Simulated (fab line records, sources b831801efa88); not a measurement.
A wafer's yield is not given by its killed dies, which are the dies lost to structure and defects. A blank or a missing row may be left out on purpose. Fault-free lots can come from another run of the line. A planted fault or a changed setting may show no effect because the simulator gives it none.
Which of the tools did it? -- flow gf180mcu -- at 1 step of a route of 602, 13 lots with 39 wafers sampled

== WHAT EACH GAUGE READ, for each wafer ==
GF_V3_RS_MEAS_24: the measuring method here is four-point-probe.
lot,measured,on,V3_W_RS (ohm/sq)
L427,day 22 09:45,film-metro-04,0.3263 0.3260 0.3277
L428,day 23 12:07,film-metro-04,0.3249 0.3280 0.3282
L429,day 23 15:02,film-metro-04,0.3275 0.3302 0.3320
L430,day 23 19:23,film-metro-04,0.3256 0.3232 0.3256
L433,day 24 09:23,film-metro-02,0.3270 0.3219 0.3260
L435,day 25 01:44,film-metro-01,0.3260 0.3262 0.3264
L437,day 25 14:22,film-metro-02,0.3239 0.3232 0.3261
L438,day 25 20:55,film-metro-01,0.3272 0.3262 0.3258
L442,day 27 08:52,film-metro-02,0.3297 0.3279 0.3248
L445,day 28 10:27,film-metro-02,0.3265 0.3318 0.3276
L448,day 29 09:33,film-metro-01,0.3251 0.3201 0.3185
L449,day 29 10:31,film-metro-04,0.3285 0.3292 0.3267
L450,day 29 16:25,film-metro-02,0.3277 0.3278 0.3270

== WHAT TOOL EACH LOT RAN ON (gives the tool, then ch and the chambers of the sampled wafers, and finally the start) ==
Before these readings, the record contains no process step.

== WHAT THE TOOLS THEMSELVES READ (means of the sampled wafers that have a number; where no wafer has one, the mark that the record gives instead) ==
The record holds no such reading with a usual standard deviation.

== THE ANSWER, worked out from the rows above alone ==
Rule: the lots themselves supply what counts as usual. The widest of any qualifying gaps counts: lots, ordered by their means at a reading, are off when they make up no more than a third of the lots, leave a main group of 4 or more, and stand apart from it by 3 or more times the standard deviation of that group's means. The tables above print the reading to a certain number of digits; a main group whose means all agree to those digits is not used. A lot without any number at a reading at which 4 lots or more have one is off too. Any other lot the step has rows for is counted as sound. Order of review: gauges by route order, followed by the tools' own readings, for which a lot's mean as printed above is used. The first step at which some lot is off is used, and at that step the reading that is off furthest; a lot without a number counts as furthest.
Across all readings shown, no lot is off: no conclusion can be drawn from this.

== WHAT THE SIMULATOR PUT IN ==
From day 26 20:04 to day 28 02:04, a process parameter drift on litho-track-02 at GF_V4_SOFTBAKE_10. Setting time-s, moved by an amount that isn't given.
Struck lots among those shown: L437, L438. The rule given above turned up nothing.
